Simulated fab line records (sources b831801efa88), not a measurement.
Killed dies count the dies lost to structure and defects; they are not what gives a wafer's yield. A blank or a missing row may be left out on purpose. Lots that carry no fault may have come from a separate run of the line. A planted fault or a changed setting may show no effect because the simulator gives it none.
Chamber matching / flow gf180mcu / GF_V5_CMP_26 on cmp-01: 4 sister chambers
The step polishes, stops on SiO2, t overpolish 15 s, target thk 0 nm. 8 wafers are shown with their chamber, then 7 later ones without.

## WAFERS WITH THEIR CHAMBER
wafer=L472.2; chamber=2; motorCurrentA (A)=11.1; timeToEndpointS (s)=85.7
wafer=L474.4; chamber=0; motorCurrentA (A)=12.1; timeToEndpointS (s)=84.2
wafer=L479.6; chamber=0; motorCurrentA (A)=12.1; timeToEndpointS (s)=81.4
wafer=L483.1; chamber=3; motorCurrentA (A)=12.3; timeToEndpointS (s)=81.9
wafer=L483.4; chamber=1; motorCurrentA (A)=12.8; timeToEndpointS (s)=75.9
wafer=L483.6; chamber=2; motorCurrentA (A)=11.4; timeToEndpointS (s)=81.4
wafer=L487.1; chamber=3; motorCurrentA (A)=12.5; timeToEndpointS (s)=84.1
wafer=L487.2; chamber=1; motorCurrentA (A)=11.8; timeToEndpointS (s)=77.1

## WAFERS WITH NO CHAMBER GIVEN
wafer=L487.3; motorCurrentA (A)=11.8; timeToEndpointS (s)=83.6
wafer=L489.2; motorCurrentA (A)=12.1; timeToEndpointS (s)=82.8
wafer=L489.5; motorCurrentA (A)=11.7; timeToEndpointS (s)=84.9
wafer=L489.6; motorCurrentA (A)=12.5; timeToEndpointS (s)=79.5
wafer=L493.2; motorCurrentA (A)=11.8; timeToEndpointS (s)=75.4
wafer=L493.3; motorCurrentA (A)=11.9; timeToEndpointS (s)=79.7
wafer=L493.4; motorCurrentA (A)=11.2; timeToEndpointS (s)=84.5

## WHICH CHAMBER EACH ONE RAN IN
wafer=L487.3; from the rows above=can't be placed: 0 or 2 or 3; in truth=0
wafer=L489.2; from the rows above=can't be placed: 0 or 3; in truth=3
wafer=L489.5; from the rows above=can't be placed: 2 or 0 or 3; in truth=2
wafer=L489.6; from the rows above=can't be placed: 1 or 3 or 0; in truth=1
wafer=L493.2; from the rows above=1; in truth=1
wafer=L493.3; from the rows above=can't be placed: 0 or 1 or 3 or 2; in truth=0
wafer=L493.4; from the rows above=2; in truth=2
Correct placement for 2 of the 7. Cannot be placed on the basis of these rows: 5; the candidates contain the true chamber in 5. Number placed wrongly: 0.
How it was worked out, from the rows above alone: a wafer's distance from a chamber is the root of the sum, over the readings, of the square of ((its reading less the chamber's mean) divided by the reading's scatter). If the next closest chamber is less than 2 further off than the closest, the wafer can't be placed; otherwise it belongs to the closest. For every chamber, the mean is computed from those of its wafers that are shown. The scatter: take each reading less its chamber's mean, square it, sum over the shown wafers, divide by the number of wafers less the number of chambers, and take the root.
